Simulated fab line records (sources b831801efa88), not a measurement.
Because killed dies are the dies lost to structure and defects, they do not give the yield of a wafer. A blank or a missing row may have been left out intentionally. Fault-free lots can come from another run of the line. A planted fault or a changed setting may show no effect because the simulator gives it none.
fab line records ; flow sky130
record: lots: 6; wafers: 18; last_day: 50
route steps=708 shown METAL4@627 VIA4@639 PAD_OPEN@708
lots untouched by any fault: they come from a run of this same line in which no faults occurred
start_h: hours from the record's first day to the start of the lot's first wafer shown ; wait_h: hours elapsed since this lot's preceding step ; " unchanged from the row above ; L1.1+2: several wafers, shown together as one row ; - no value, or no start was given ; * or withheld: withheld ; < > ~ a bound
route shown NAME@n: NAME is a module with steps in the file, n the number in the route of the first one ; usual: mean/standard deviation taken from wafers without a fault ; same: alike in all rows ; chamber/n: place in a boat ; sites: readings site by site ; _std_site: how widely they spread, as a standard deviation ; _edge_site: the outer-site mean with the inner-site mean subtracted ; radius_mm: for every site, how far away it sits from the centre of the wafer ; mask NAME#n: copy n ; behind: the most recent tool/chamber to have shaped the wafer ; hold: why the lot went on hold/how many hours it stayed there/how the hold came to an end ; device: the transistor (n, p or np) that didn't switch ; end of line: the tests these same wafers got at the end of their route ; a step without rows: its recipe alone ; killed: count of dies lost to structure and defects at first sort (not the wafer's yield) ; map: shows each die of a wafer: x if killed, . if not, _ if none is there
set.NAME: the setting that was run; set.NAME@STEP: the one run at that earlier step ; model.NAME: the simulator's own value behind a step, which no gauge read
lots at some steps of the route; a table a step, a row a wafer
services: when a tool's chamber went out of use (start_h, in hours from the record's first day, below 0 if earlier), for how many hours, and the reason
== steps ==
step: SKY_METAL4_PEB_11
recipe: peb_temp_c: withheld; peb_time_s: withheld; resist: KrF-thick
step: SKY_METAL4_DEVELOP_12
recipe: develop_time_s: 60; resist: KrF-thick; dev_temp_c: 21
step: SKY_METAL4_CD_MEAS_13
recipe: target_cd_nm: 300
usual: cd_nm: 299.7/1.7
lot.wafer;tool;chamber;start_h;wait_h;cd_nm
L731.1;cd_sem-01;-;984.12;-;300.0
L731.4;cd_sem-01;-;984.12;-;299.8
L731.5;cd_sem-01;-;984.12;-;301.0
L740.1;cd_sem-02;-;1053.85;-;298.0
L740.3;cd_sem-02;-;1053.85;-;299.5
L740.4;cd_sem-02;-;1053.85;-;298.0
L744.1;cd_sem-01;-;1079.57;-;302.3
L744.4;cd_sem-01;-;1079.57;-;301.6
L744.5;cd_sem-01;-;1079.57;-;300.5
L747.3;cd_sem-01;-;1098.41;-;298.2
L747.4;cd_sem-01;-;1098.41;-;298.3
L747.6;cd_sem-01;-;1098.41;-;297.7
L749.1;cd_sem-02;-;1103.00;-;301.5
L749.2;cd_sem-02;-;1103.00;-;301.2
L749.4;cd_sem-02;-;1103.00;-;303.0
L752.1;cd_sem-01;-;1118.85;-;299.0
L752.2;cd_sem-01;-;1118.85;-;299.7
L752.6;cd_sem-01;-;1118.85;-;298.9
step: SKY_METAL4_OVL_MEAS_14
usual: METAL4_OVL: 1/6.7
lot.wafer;tool;chamber;start_h;wait_h;METAL4_OVL[nm]
L731.1;overlay-02;-;984.24;0.1;-6
L731.4;overlay-02;-;984.24;0.1;0
L731.5;overlay-02;-;984.24;0.1;-1
L740.1;overlay-02;-;1053.97;0.1;0
L740.3;overlay-02;-;1053.97;0.1;13
L740.4;overlay-02;-;1053.97;0.1;10
L744.1;overlay-02;-;1079.72;0.1;-3
L744.4;overlay-02;-;1079.72;0.1;6
L744.5;overlay-02;-;1079.72;0.1;-1
L747.3;overlay-02;-;1098.50;0.1;2
L747.4;overlay-02;-;1098.50;0.1;12
L747.6;overlay-02;-;1098.50;0.1;6
L749.1;overlay-01;-;1103.12;0.1;-7
L749.2;overlay-01;-;1103.12;0.1;7
L749.4;overlay-01;-;1103.12;0.1;8
L752.1;overlay-02;-;1118.97;0.1;8
L752.2;overlay-02;-;1118.97;0.1;-5
L752.6;overlay-02;-;1118.97;0.1;9
step: SKY_METAL4_DESCUM_15
recipe: chemistry: O2; source_power_w: 150; bias_power_w: 0; pressure_mtorr: 10; temp_c: 40; time_s: 8
usual: drypump_motor_current_A: 5.9/0.47; he_backside_leak_sccm: 3.39/0.2; oes_product_au: 1.002/0.013
lot.wafer;tool;chamber;start_h;wait_h;drypump_motor_current_A;he_backside_leak_sccm;oes_product_au;rf_hours_counter_h
L731.1;rie_metal-03;1;984.28;0.0;6.0;3.32;1.003;18
L731.4;rie_metal-03;1;984.28;0.0;6.0;3.34;0.992;-
L731.5;rie_metal-03;1;984.28;0.0;6.0;3.40;0.985;-
L740.1;rie_metal-02;1;1054.01;0.0;5.9;3.36;1.022;16
L740.3;rie_metal-02;1;1054.01;0.0;5.9;3.29;1.034;-
L740.4;rie_metal-02;1;1054.01;0.0;5.9;3.18;1.009;-
L744.1;rie_metal-02;1;1079.75;0.0;5.9;3.28;1.002;19
L744.4;rie_metal-02;1;1079.75;0.0;5.8;3.35;1.021;-
L744.5;rie_metal-02;0;1079.75;0.0;6.3;3.35;1.021;-
L747.3;rie_metal-03;0;1098.55;0.0;5.8;3.51;1.005;-
L747.4;rie_metal-03;0;1098.55;0.0;5.9;3.65;0.995;-
L747.6;rie_metal-03;0;1098.55;0.0;5.8;3.56;0.999;-
L749.1;rie_metal-04;1;1103.16;0.0;6.5;3.18;0.981;17
L749.2;rie_metal-04;0;1103.16;0.0;4.9;3.49;1.007;24
L749.4;rie_metal-04;1;1103.16;0.0;6.5;2.87;0.987;-
L752.1;rie_metal-04;1;1119.01;0.0;6.5;3.18;0.997;18
L752.2;rie_metal-04;0;1119.01;0.0;5.0;3.50;1.009;24
L752.6;rie_metal-04;0;1119.01;0.0;5.0;3.73;1.007;-
step: SKY_METAL4_ETCH_16
recipe: chemistry: N2/H2; target: BARC; ion_energy_ev: 195.5; bias_w: 100; pressure_mtorr: 30; n2_flow_sccm: 100; h2_flow_sccm: 200; icp_w: 500; stop_on: SiO2; time_s: 88.2; target_depth_a: 600
usual: drypump_motor_current_A: 5.9/0.48; he_backside_leak_sccm: 3.39/0.21; oes_product_au: 0.625/0.0046; throttle_valve_pct: 13.205/0.0091
lot.wafer;tool;chamber;start_h;wait_h;drypump_motor_current_A;he_backside_leak_sccm;oes_product_au;rf_hours_counter_h;throttle_valve_pct
L731.1;rie_metal-03;1;984.31;0.0;6.0;3.23;0.635;18;13.217
L731.4;rie_metal-03;1;984.31;0.0;6.0;3.22;0.625;-;13.198
L731.5;rie_metal-03;1;984.31;0.0;6.0;3.16;0.632;-;13.202
L740.1;rie_metal-02;1;1054.07;0.1;5.9;3.38;0.628;16;13.212
L740.3;rie_metal-02;1;1054.07;0.1;5.9;3.37;0.624;-;13.204
L740.4;rie_metal-02;1;1054.07;0.1;5.9;3.52;0.621;-;13.193
L744.1;rie_metal-02;1;1079.78;0.0;5.9;3.20;0.630;19;13.201
L744.4;rie_metal-02;1;1079.78;0.0;5.9;3.25;0.625;-;13.209
L744.5;rie_metal-02;0;1079.78;0.0;6.3;3.46;0.628;-;13.188
L747.3;rie_metal-03;0;1098.65;0.1;5.8;3.32;0.631;-;13.202
L747.4;rie_metal-03;0;1098.65;0.1;5.8;3.29;0.622;-;13.204
L747.6;rie_metal-03;0;1098.65;0.1;5.8;3.51;0.623;-;13.217
L749.1;rie_metal-04;1;1103.19;0.0;6.6;3.07;0.621;17;13.203
L749.2;rie_metal-04;0;1103.19;0.0;4.9;3.59;0.630;24;13.211
L749.4;rie_metal-04;1;1103.19;0.0;6.6;3.04;0.636;-;13.200
L752.1;rie_metal-04;1;1119.04;0.0;6.5;3.39;0.636;18;13.200
L752.2;rie_metal-04;0;1119.04;0.0;5.0;3.58;0.616;24;13.196
L752.6;rie_metal-04;0;1119.04;0.0;5.0;3.68;0.624;-;13.191
step: SKY_METAL4_ETCH_17
recipe: target: SiO2; stop_on: TiN; chemistry: C4F8/O2/Ar; source_w: 1500; bias_w: 1200; pressure_mtorr: 40; c4f8_flow_sccm: withheld; O2_flow_sccm: 6; Ar_flow_sccm: 300; time_s: 3.9; target_depth_a: 150
usual: oes_product_au: 0.754/0.008
lot.wafer;tool;chamber;start_h;wait_h;oes_product_au;rf_hours_counter_h
L731.1;rie_diel-02;3;984.41;0.1;0.746;23
L731.4;rie_diel-02;2;984.41;0.1;0.754;3
L731.5;rie_diel-02;2;984.41;0.1;0.766;-
L740.1;rie_diel-01;1;1054.27;0.2;0.751;10
L740.3;rie_diel-01;2;1054.27;0.2;0.760;24
L740.4;rie_diel-01;3;1054.27;0.2;0.764;14
L744.1;rie_diel-03;0;1079.88;0.1;0.754;18
L744.4;rie_diel-03;1;1079.88;0.1;0.752;16
L744.5;rie_diel-03;0;1079.88;0.1;0.758;-
L747.3;rie_diel-03;2;1098.79;0.1;0.766;12
L747.4;rie_diel-03;0;1098.79;0.1;0.759;18
L747.6;rie_diel-03;3;1098.79;0.1;0.752;-
L749.1;rie_diel-01;1;1103.29;0.1;0.759;11
L749.2;rie_diel-01;0;1103.29;0.1;0.757;16
L749.4;rie_diel-01;3;1103.29;0.1;0.759;16
L752.1;rie_diel-01;2;1119.14;0.1;0.760;25
L752.2;rie_diel-01;0;1119.14;0.1;0.756;17
L752.6;rie_diel-01;2;1119.14;0.1;0.759;-
step: SKY_METAL4_METAL_ETCH_18
recipe: target_depth_a: 8450; stop_on: SiO2; over_etch_frac: 0.3; time_s: 183.1; chemistry: Cl2/BCl3; resist_sidewall_deg: 88; pressure_mtorr: 10.44; icp_w: 900; bias_w: 48.5; Cl2_flow_sccm: 60; bcl3_flow_sccm: 30
step: SKY_METAL4_STRIP_19
recipe: chemistry: O2/N2; power_w: 1400; pressure_mtorr: 1500; platen_temp_c: withheld; o2_flow_sccm: 3000; n2_flow_sccm: 300; overash_fraction: 0.5
usual: drypump_motor_current_A: 5.6/0.35; oes_product_au: 0.500/0.0067; strip_time_to_endpoint_s: 6.49/0.11
lot.wafer;tool;chamber;start_h;wait_h;drypump_motor_current_A;oes_product_au;rf_hours_counter_h;strip_time_to_endpoint_s
L731.1;plasma_asher-04;1;984.61;0.1;5.6;0.494;22;6.42
L731.4;plasma_asher-04;1;984.61;0.1;5.6;0.485;-;6.34
L731.5;plasma_asher-04;1;984.61;0.1;5.6;0.491;-;6.47
L740.1;plasma_asher-01;1;1054.47;0.1;5.4;0.509;94;6.62
L740.3;plasma_asher-01;0;1054.47;0.1;4.9;0.496;-;6.43
L740.4;plasma_asher-01;1;1054.47;0.1;5.4;0.506;-;6.60
L744.1;plasma_asher-01;0;1080.08;0.1;4.9;0.496;98;6.49
L744.4;plasma_asher-01;0;1080.08;0.1;4.9;0.507;-;6.63
L744.5;plasma_asher-01;1;1080.08;0.1;5.4;0.504;-;6.59
L747.3;plasma_asher-02;1;1099.01;0.1;5.8;0.488;-;6.29
L747.4;plasma_asher-02;0;1099.01;0.1;5.8;0.493;-;6.36
L747.6;plasma_asher-02;1;1099.01;0.1;5.8;0.487;-;6.29
L749.1;plasma_asher-04;0;1103.49;0.1;6.0;0.495;34;6.44
L749.2;plasma_asher-04;1;1103.49;0.1;5.5;0.493;34;6.41
L749.4;plasma_asher-04;0;1103.49;0.1;6.0;0.496;-;6.40
L752.1;plasma_asher-04;1;1119.34;0.1;5.5;0.506;36;6.59
L752.2;plasma_asher-04;0;1119.34;0.1;6.0;0.508;36;6.59
L752.6;plasma_asher-04;1;1119.34;0.1;5.6;0.506;-;6.59
step: SKY_METAL4_STRIP_20
recipe: chemistry: post_etch_residue_remover; time_s: 1200; temp_c: 72.5
step: SKY_METAL4_CLEAN_21
recipe: chemistry: IPA; time_s: 180; temp_c: 25
step: SKY_METAL4_CLEAN_22
recipe: chemistry: O3/DIW; dry: n2_spin
step: SKY_VIA4_HDPCVD_00
recipe: material: SiO2; target_thk_nm: 1750; sigma_open_frac: 0.3; time_s: 291.7; temp_c: 400; sih4_flow_sccm: 60; pressure_mtorr: 6
usual: run_length_s: 319.3/0.51
lot.wafer;tool;chamber;start_h;wait_h;run_length_s;model.SiO2_of_VIA4_HDPCVD_00.thk_nm
L731.1;hdpcvd-02;2;985.20;0.0;319.0;1759
L731.4;hdpcvd-02;0;985.20;0.0;319.5;1780
L731.5;hdpcvd-02;1;985.20;0.0;319.4;1770
L740.1;hdpcvd-01;0;1055.06;0.0;319.4;1730
L740.3;hdpcvd-01;0;1055.06;0.0;319.2;1720
L740.4;hdpcvd-01;2;1055.06;0.0;318.5;1731
L744.1;hdpcvd-01;2;1080.69;0.0;319.1;1723
L744.4;hdpcvd-01;0;1080.69;0.0;319.5;1730
L744.5;hdpcvd-01;1;1080.69;0.0;319.8;1720
L747.3;hdpcvd-01;1;1099.72;0.0;319.8;1758
L747.4;hdpcvd-01;2;1099.72;0.0;318.8;1746
L747.6;hdpcvd-01;0;1099.72;0.0;461.9;2617
L749.1;hdpcvd-01;0;1104.12;0.0;461.6;2604
L749.2;hdpcvd-01;2;1104.12;0.0;318.2;1747
L749.4;hdpcvd-01;1;1104.12;0.0;320.1;1739
L752.1;hdpcvd-02;1;1119.93;0.0;319.5;1755
L752.2;hdpcvd-02;0;1119.93;0.0;319.2;1722
L752.6;hdpcvd-02;0;1119.93;0.0;319.5;1743
step: SKY_VIA4_THK_MEAS_01
recipe: reads: SiO2_of_VIA4_HDPCVD_00
usual: VIA4_HDPCVD_THK: 1748/24
lot.wafer;tool;chamber;start_h;wait_h;VIA4_HDPCVD_THK[nm]
L731.1;film_metro-02;-;985.38;0.1;1760
L731.4;film_metro-02;-;985.38;0.1;1781
L731.5;film_metro-02;-;985.38;0.1;1770
L740.1;film_metro-04;-;1055.33;0.2;1729
L740.3;film_metro-04;-;1055.33;0.2;1719
L740.4;film_metro-04;-;1055.33;0.2;1732
L744.1;film_metro-02;-;1080.87;0.1;1723
L744.4;film_metro-02;-;1080.87;0.1;1729
L744.5;film_metro-02;-;1080.87;0.1;1719
L747.3;film_metro-02;-;1099.92;0.1;1757
L747.4;film_metro-02;-;1099.92;0.1;1745
L747.6;film_metro-02;-;1099.92;0.1;2616
L749.1;film_metro-04;-;1104.30;0.1;2601
L749.2;film_metro-04;-;1104.30;0.1;1748
L749.4;film_metro-04;-;1104.30;0.1;1740
L752.1;film_metro-02;-;1120.11;0.1;1754
L752.2;film_metro-02;-;1120.11;0.1;1720
L752.6;film_metro-02;-;1120.11;0.1;1744
step: SKY_VIA4_CMP_02
recipe: material: SiO2; down_force_psi: 4; platen_rpm: 60; pad_velocity_m_s: 0.94248
usual: motor_current_A: 12.1/1.1
lot.wafer;tool;chamber;start_h;wait_h;motor_current_A
L731.4;cmp-02;3;985.49;0.1;13.6
L731.1;cmp-02;1;985.49;0.1;12.9
L731.5;cmp-02;3;985.49;0.1;12.9
L740.4;cmp-01;1;1055.48;0.1;11.6
L740.1;cmp-01;3;1055.48;0.1;13.5
L740.3;cmp-01;0;1055.48;0.1;9.9
L744.1;cmp-02;0;1081.09;0.2;13.5
L744.4;cmp-02;1;1081.09;0.2;12.2
L744.5;cmp-02;3;1081.09;0.2;13.3
L747.4;cmp-01;0;1100.03;0.1;10.4
L747.3;cmp-01;2;1100.03;0.1;12.2
L747.6;cmp-01;1;1100.03;0.1;11.2
L749.2;cmp-02;2;1104.41;0.1;11.6
L749.1;cmp-02;3;1104.41;0.1;12.9
L749.4;cmp-02;0;1104.41;0.1;12.6
L752.1;cmp-01;2;1120.17;0.1;12.7
L752.2;cmp-01;0;1120.17;0.1;10.6
L752.6;cmp-01;2;1120.17;0.1;12.8
step: SKY_PAD_OPEN_PROBE_99
usual: defect_limited_yield: 82.4/1.9; killed_at_M0_to_M3: 44/6.5; killed_at_M4_up: 3.0/1.5; killed_at_contacts: 25/5.1; killed_at_front_end: 14/4.1; killed_at_other: 0.3/0.57; killed_dies: 87/9.5; killed_open: 48/6.8; killed_short: 39/6.2; sort_bin_3_pad_short: 0.8/0.42; sort_bin_5_function: 10.4/1.4; sort_bin_6_memory: 6.3/1.2; sort_n_pass: 405/9.5; sort_yield_pct: 82.4/1.9
same: gross_dies: 492; killed_at_back_side: 0; sort_bin_4_leakage[%]: 0; sort_bin_8_speed[%]: 0
lot.wafer;tool;chamber;start_h;wait_h;defect_limited_yield[%];killed_at_M0_to_M3;killed_at_M4_up;killed_at_contacts;killed_at_front_end;killed_at_other;killed_dies;killed_open;killed_short;sort_bin_3_pad_short[%];sort_bin_5_function[%];sort_bin_6_memory[%];sort_n_pass;sort_yield_pct[%]
L731.1;prober-01;-;1078.99;0.1;83.7;41;3;21;15;0;80;40;39;0.8;9.6;5.9;412;83.7
L731.4;prober-01;-;1079.14;0.2;81.3;38;4;37;13;0;92;53;38;0.4;11.2;7.1;400;81.3
L731.5;prober-01;-;1079.19;0.2;80.5;53;3;26;14;0;96;54;42;1.4;10.6;7.5;396;80.5
L740.1;prober-02;-;1142.24;0.1;82.7;41;3;25;14;2;85;45;40;0.8;10.8;5.7;407;82.7
L740.3;prober-02;-;1142.34;0.2;85.8;40;0;21;9;0;70;42;28;0.2;8.1;5.9;422;85.8
L740.4;prober-02;-;1142.39;0.2;80.7;51;2;28;14;0;95;58;37;0.8;12.2;6.3;397;80.7
L744.1;prober-02;-;1164.76;0.1;83.9;44;4;15;16;0;79;45;34;0.8;9.1;6.1;413;83.9
L744.4;prober-02;-;1164.91;0.2;79.3;48;3;32;19;0;102;49;53;1.0;11.8;7.9;390;79.3
L744.5;prober-02;-;1164.96;0.2;78.3;57;4;34;12;0;107;61;46;0.4;11.8;9.6;385;78.3
L747.3;prober-01;-;1179.83;0.2;81.3;39;2;31;19;1;92;51;41;1.0;12.4;5.3;400;81.3
L747.4;prober-01;-;1179.88;0.2;82.7;40;4;26;15;0;85;48;35;1.0;10.6;5.7;407;82.7
L747.6;prober-01;-;1179.98;0.2;82.7;37;3;24;19;2;85;43;39;1.0;10.8;5.5;407;82.7
L749.1;prober-02;-;1183.55;0.1;83.1;43;2;31;6;1;83;48;35;1.2;9.6;6.1;409;83.1
L749.2;prober-02;-;1183.60;0.1;83.5;46;4;20;11;0;81;42;39;0.2;9.8;6.5;411;83.5
L749.4;prober-02;-;1183.70;0.2;83.7;44;4;21;11;0;80;44;36;1.4;10.0;4.9;412;83.7
killed by level:class
L731.1 VIA1:geometric_particle:open=11 LOCAL_INTERCONNECT:geometric_particle:short=7 LI_CONTACT:geometric_particle:open=6 METAL1:geometric_particle:short=6 VIA1:geometric_particle:short=6 POLY_GATE:geometric_particle:open=4 POLY_GATE:geometric_particle:short=4 CONTACT:geometric_particle:open=4
L731.4 CONTACT:geometric_particle:open=20 VIA1:geometric_particle:open=10 CONTACT:geometric_particle:short=7 VIA1:geometric_particle:short=7 VIA3:geometric_particle:open=6 LOCAL_INTERCONNECT:geometric_particle:short=5 METAL1:geometric_particle:short=4 LI_CONTACT:geometric_particle:open=4
L731.5 VIA2:geometric_particle:open=12 CONTACT:geometric_particle:open=11 VIA1:geometric_particle:open=10 METAL2:geometric_particle:short=8 METAL1:geometric_particle:short=7 LI_CONTACT:geometric_particle:open=6 CONTACT:geometric_particle:short=5 VIA3:geometric_particle:open=5
L740.1 METAL1:geometric_particle:short=10 LI_CONTACT:geometric_particle:open=10 VIA1:geometric_particle:open=8 CONTACT:geometric_particle:open=6 VIA2:geometric_particle:open=5 POLY_GATE:geometric_particle:short=4 METAL2:geometric_particle:short=4 VIA3:geometric_particle:open=4
L740.3 VIA1:geometric_particle:open=15 LI_CONTACT:geometric_particle:open=7 VIA3:geometric_particle:open=5 LOCAL_INTERCONNECT:geometric_particle:short=5 METAL1:geometric_particle:short=4 FIELD_ISO:geometric_particle:open=3 CONTACT:geometric_particle:short=3 VIA2:geometric_particle:open=3
L740.4 CONTACT:geometric_particle:open=12 LI_CONTACT:geometric_particle:open=10 VIA1:geometric_particle:open=8 VIA2:geometric_particle:open=8 VIA3:geometric_particle:open=8 METAL2:geometric_particle:short=7 VIA2:geometric_particle:short=5 POLY_GATE:geometric_particle:open=4
L744.1 VIA1:geometric_particle:open=13 FIELD_ISO:geometric_particle:open=7 VIA2:geometric_particle:open=7 CONTACT:geometric_particle:open=7 VIA2:geometric_particle:short=7 FIELD_ISO:geometric_particle:short=6 CONTACT:geometric_particle:short=4 METAL1:geometric_particle:short=4
L744.4 CONTACT:geometric_particle:open=9 LI_CONTACT:geometric_particle:open=8 VIA1:geometric_particle:open=8 METAL2:geometric_particle:short=7 POLY_GATE:geometric_particle:open=6 POLY_GATE:geometric_particle:short=6 CONTACT:geometric_particle:short=6 METAL1:geometric_particle:short=5
L744.5 CONTACT:geometric_particle:open=19 METAL2:geometric_particle:short=13 VIA1:geometric_particle:open=12 VIA2:geometric_particle:open=9 LI_CONTACT:geometric_particle:open=7 VIA1:geometric_particle:short=5 VIA2:geometric_particle:short=5 FIELD_ISO:geometric_particle:short=4
L747.3 VIA1:geometric_particle:open=15 CONTACT:geometric_particle:open=14 FIELD_ISO:geometric_particle:open=5 LI_CONTACT:geometric_particle:open=5 LOCAL_INTERCONNECT:geometric_particle:short=5 VIA3:geometric_particle:short=5 METAL2:geometric_particle:short=5 FIELD_ISO:geometric_particle:short=4
L747.4 CONTACT:geometric_particle:open=12 LI_CONTACT:geometric_particle:open=8 VIA1:geometric_particle:open=8 VIA3:geometric_particle:open=7 FIELD_ISO:geometric_particle:short=5 METAL1:geometric_particle:short=5 VIA1:geometric_particle:short=5 VIA2:geometric_particle:open=4
L747.6 CONTACT:geometric_particle:open=8 VIA1:geometric_particle:open=8 CONTACT:geometric_particle:short=7 VIA2:geometric_particle:open=6 FIELD_ISO:geometric_particle:short=5 FIELD_ISO:geometric_particle:open=5 VIA1:geometric_particle:short=5 METAL2:geometric_particle:short=5
L749.1 LI_CONTACT:geometric_particle:open=11 CONTACT:geometric_particle:open=11 VIA1:geometric_particle:open=7 VIA3:geometric_particle:open=7 METAL2:geometric_particle:short=6 METAL1:geometric_particle:short=6 VIA2:geometric_particle:open=5 CONTACT:geometric_particle:short=4
L749.2 VIA1:geometric_particle:open=10 LI_CONTACT:geometric_particle:open=8 VIA2:geometric_particle:open=7 VIA1:geometric_particle:short=6 CONTACT:geometric_particle:open=5 METAL2:geometric_particle:short=5 VIA3:geometric_particle:open=5 POLY_GATE:geometric_particle:short=4
L749.4 VIA1:geometric_particle:open=13 CONTACT:geometric_particle:open=12 VIA3:geometric_particle:open=8 VIA3:geometric_particle:short=7 VIA1:geometric_particle:short=5 METAL4:geometric_particle:short=4 FIELD_ISO:geometric_particle:open=3 CONTACT:geometric_particle:short=3
== services ==
tool;chamber;start_h;hours;kind
cmp-01;-;963.62;5.5;pm
rie_metal-03;0;987.79;3.1;repair
rie_diel-01;-;994.49;0.4;repair
rie_diel-01;2;1002.63;5.7;repair
rie_diel-01;-;1008.06;0.9;repair
rie_diel-01;1;1025.43;3.1;repair
cmp-02;-;1028.33;2.2;repair
rie_metal-04;-;1033.76;0.1;repair
hdpcvd-02;-;1033.94;0.5;repair
rie_diel-03;1;1034.36;6.4;repair
hdpcvd-01;1;1047.59;12.4;repair
cmp-01;-;1049.66;1.7;repair
rie_metal-02;0;1052.77;5.5;repair
plasma_asher-02;-;1053.56;4.3;pm
cmp-02;-;1058.57;3.3;repair
rie_metal-02;0;1061.45;3.1;repair
rie_diel-02;1;1063.89;4.0;repair
rie_diel-03;-;1069.95;0.6;repair
plasma_asher-02;-;1074.12;4.5;repair
cmp-02;-;1074.14;2.7;repair
cmp-01;-;1081.79;4.0;pm
cmp-01;-;1082.52;0.4;repair
cmp-02;-;1087.92;0.8;repair
plasma_asher-01;-;1093.73;1.8;repair
== key ==
first_sign: step: SKY_VIA4_HDPCVD_00; reading: run_length_s; direction: up; sigmas: 99+; usual: *; struck: *
effect: step: SKY_VIA4_THK_MEAS_01; reading: VIA4_HDPCVD_THK; direction: up; sigmas: 36; usual: 1748; struck: 2609
model_effect: step: SKY_VIA4_HDPCVD_00; value: SiO2_of_VIA4_HDPCVD_00.thk_nm; without: 1756; struck: 2611
met_at SKY_VIA4_HDPCVD_00
struck_wafers L747.6,L749.1
onset_between 1080.69 1099.72
fault: kind: process_parameter_drift; tool: hdpcvd-01; chamber: 0; onset_h: 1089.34; steps: SKY_VIA4_HDPCVD_00; channel: time_s; offset: *; shape: step; end_h: 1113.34; acts_in: *; stated: *
